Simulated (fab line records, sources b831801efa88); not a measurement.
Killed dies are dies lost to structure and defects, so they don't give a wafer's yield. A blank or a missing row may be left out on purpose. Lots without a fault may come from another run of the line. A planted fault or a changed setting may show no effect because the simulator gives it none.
Chamber matching | flow sky130 | SKY_VIA2_CMP_24 on cmp-02: 4 sister chambers
The step polishes, stops on SiO2, t overpolish 20 s, target thk 0 nm. 8 wafers are shown with their chamber, then 8 later ones without.

WAFERS WITH THEIR CHAMBER
wafer  | chamber | motor_current_A (A) | time_to_endpoint_s (s)
L084.6 | 3       | 10.3                | 104
L088.1 | 3       | 10.8                | 98
L088.4 | 1       | 11.3                | 95
L088.6 | 2       | 9.8                 | 101
L090.2 | 2       | 9.9                 | 100
L090.5 | 1       | 11.5                | 98
L090.6 | 0       | 11.3                | 90
L091.2 | 0       | 11.4                | 97

WAFERS WITHOUT THEIR CHAMBER
wafer  | motor_current_A (A) | time_to_endpoint_s (s)
L091.3 | 10.8                | 104
L091.4 | 10.1                | 102
L095.3 | 10.2                | 94
L095.4 | 11.8                | 100
L095.5 | 9.8                 | 100
L096.4 | 10.8                | 101
L096.5 | 9.9                 | 106
L096.6 | 12.0                | 106

WHICH CHAMBER EACH WENT THROUGH
wafer  | from the rows above     | in truth
L091.3 | 3                       | 3
L091.4 | can't be placed: 2 or 3 | 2
L095.3 | can't be placed: 2 or 3 | 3
L095.4 | can't be placed: 1 or 0 | 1
L095.5 | 2                       | 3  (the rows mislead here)
L096.4 | 3                       | 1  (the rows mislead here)
L096.5 | can't be placed: 2 or 3 | 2
L096.6 | can't be placed: 1 or 0 | 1
Placed correctly: 1 of 8. Can't be placed from these rows: 5 (the true chamber is among the candidates in 5). Placed wrongly: 2.
How it was worked out, from the rows above alone: a wafer's distance from a chamber is the root of the sum, over the readings, of the square of ((its reading less the chamber's mean) divided by the reading's scatter). The wafer belongs to the nearest chamber; if the next one is less than 2 further off, it can't be placed. A chamber's mean is the mean of its shown wafers. The scatter: the root of (the sum of the squares of (reading less its chamber's mean) over the shown wafers, divided by (wafers less chambers)).
